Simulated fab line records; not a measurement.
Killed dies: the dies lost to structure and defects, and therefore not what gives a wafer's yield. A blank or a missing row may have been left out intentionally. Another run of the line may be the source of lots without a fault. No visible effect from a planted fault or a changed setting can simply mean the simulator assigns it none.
Split-lot experiment + flow sfqLine + route with 325 steps; 5 lots, 27 wafers read

== THE SPLIT ==
At SFQ_TRILAYER_M8_DEP_EVAP_196 (material Au, target thk 180 nm, time 900 s), the setting timeS was moved away from the recipe's 900 s on 12 of the 27 wafers read, by -56.8% to +44.4%. All remaining wafers had this setting at the recipe value.

== BETWEEN THE SPLIT AND THE READING: the file shows 1 step in between ==
- SFQ_M8_RS_MEAS_949: measures by four-point-probe

== THE READING ==
M8_AU_THK, in nm, at SFQ_M8_THK_MEAS_950 (measures by xrf). On this fab line, fault-free wafers typically give 181.2 nm with a standard deviation of 2.1 nm.

| wafer  | tool, chamber at the split | timeS as run, s | against the recipe | M8_AU_THK, nm | against lot-mates on the recipe |
|--------|----------------------------|-----------------|--------------------|---------------|---------------------------------|
| L074.1 | pvdSputter-02, -           | 1300            | +44.4%             | 263.8         | +81.8                           |
| L074.2 | pvdSputter-02, -           | 900             | recipe             | 181.2         | -                               |
| L074.3 | pvdSputter-02, -           | 1300            | +44.4%             | 260.2         | +78.2                           |
| L074.4 | pvdSputter-02, -           | 900             | recipe             | 182.8         | -                               |
| L074.5 | pvdSputter-02, -           | 900             | recipe             | 181.9         | -                               |
| L074.6 | pvdSputter-02, -           | 1300            | +44.4%             | 262.3         | +80.3                           |
| L080.1 | pvdSputter-02, -           | 900             | recipe             | 181.4         | -                               |
| L080.2 | pvdSputter-02, -           | 900             | recipe             | 179.9         | -                               |
| L080.5 | pvdSputter-02, -           | 900             | recipe             | 179.9         | -                               |
| L081.1 | pvdSputter-01, -           | 463.2           | -48.5%             | 96.8          | -85.1                           |
| L081.2 | pvdSputter-01, -           | 900             | recipe             | 181.0         | -                               |
| L081.3 | pvdSputter-01, -           | 900             | recipe             | 181.0         | -                               |
| L081.4 | pvdSputter-01, -           | 900             | recipe             | 183.6         | -                               |
| L081.5 | pvdSputter-01, -           | 463.2           | -48.5%             | 93.6          | -88.3                           |
| L081.6 | pvdSputter-01, -           | 463.2           | -48.5%             | 93.0          | -88.9                           |
| L083.1 | pvdSputter-01, -           | 900             | recipe             | 180.8         | -                               |
| L083.2 | pvdSputter-01, -           | 389             | -56.8%             | 79.0          | -103.3                          |
| L083.3 | pvdSputter-01, -           | 389             | -56.8%             | 80.1          | -102.2                          |
| L083.4 | pvdSputter-01, -           | 900             | recipe             | 184.0         | -                               |
| L083.5 | pvdSputter-01, -           | 900             | recipe             | 182.1         | -                               |
| L083.6 | pvdSputter-01, -           | 389             | -56.8%             | 79.9          | -102.4                          |
| L084.1 | pvdSputter-02, -           | 900             | recipe             | 182.1         | -                               |
| L084.2 | pvdSputter-02, -           | 1289            | +43.2%             | 260.6         | +78.3                           |
| L084.3 | pvdSputter-02, -           | 1289            | +43.2%             | 257.6         | +75.3                           |
| L084.4 | pvdSputter-02, -           | 1289            | +43.2%             | 260.3         | +78.0                           |
| L084.5 | pvdSputter-02, -           | 900             | recipe             | 182.8         | -                               |
| L084.6 | pvdSputter-02, -           | 900             | recipe             | 182.0         | -                               |

THE FIT
A straight line over all 27 wafers: M8_AU_THK changes by +1.8 nm for each +1% of timeS; r = +1.00; the points scatter about the line by 1.3 nm.
The same after taking each lot's own level away (the mean of its wafers on the recipe; 27 wafers): +1.8 nm for each +1%; r = +1.00; scatter 1.2 nm.
According to that fit, moving timeS by its largest amount changes the reading by 1e+02 nm.
The span of the lots' own levels, 180.40 to 182.30 nm, comes to 0.9 times the standard deviation stated above.
Hence the lot-to-lot level has little effect on the slope; both slopes agree.
Check: with one of the wafers moved furthest among these (-56.8%) left out of the fit, the line predicts -102 nm for it against its lot-mates. Against them it came out at -103 nm.

== OTHER SPLITS ON THESE WAFERS ==
Before the reading, these wafers also passed through other splits. Each is held against what the fit with the lots' levels taken away leaves over:
| other split on the same wafers               | wafers away from the commonest value | r with M8_AU_THK (lot level and that fit taken away) |
|----------------------------------------------|--------------------------------------|------------------------------------------------------|
| SFQ_TRILAYER_A5B_DEP_PECVD_129 timeS         | 12                                   | +0.02                                                |
| SFQ_TRILAYER_I5_BARC_OPEN_VIA_ETCH_200 timeS | 9                                    | -0.16                                                |
| SFQ_TRILAYER_M6_ETCH_METAL_ETCH_162 timeS    | 12                                   | +0.17                                                |
| SFQ_TRILAYER_M7_DEP_SPUTTER_175 timeS        | 9                                    | +0.07                                                |

== THE WHOLE CHAIN: every reading that the file lists as answering this split, in the file's order ==
| step                         | what it does                               | reading                                                                               | change (the file's fit)              | r (the file's) |
|------------------------------|--------------------------------------------|---------------------------------------------------------------------------------------|--------------------------------------|----------------|
| SFQ_TRILAYER_M8_DEP_EVAP_196 | material Au, target thk 180 nm, time 900 s | Au_of_TRILAYER_M8_DEP_EVAP_196.thkNm (the simulator's own value, which no gauge read) | +1.79 nm for each +1% of the setting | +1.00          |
| SFQ_M8_RS_MEAS_949           | measures by four-point-probe               | M8_AU_RS                                                                              | -0.00247 for each +1% of the setting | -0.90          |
| SFQ_M8_THK_MEAS_950          | measures by xrf                            | M8_AU_THK                                                                             | +1.8 for each +1% of the setting     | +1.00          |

== FILE'S OWN FIT ==
M8_AU_THK changes by +1.8 nm for each +1% of timeS, r = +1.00.
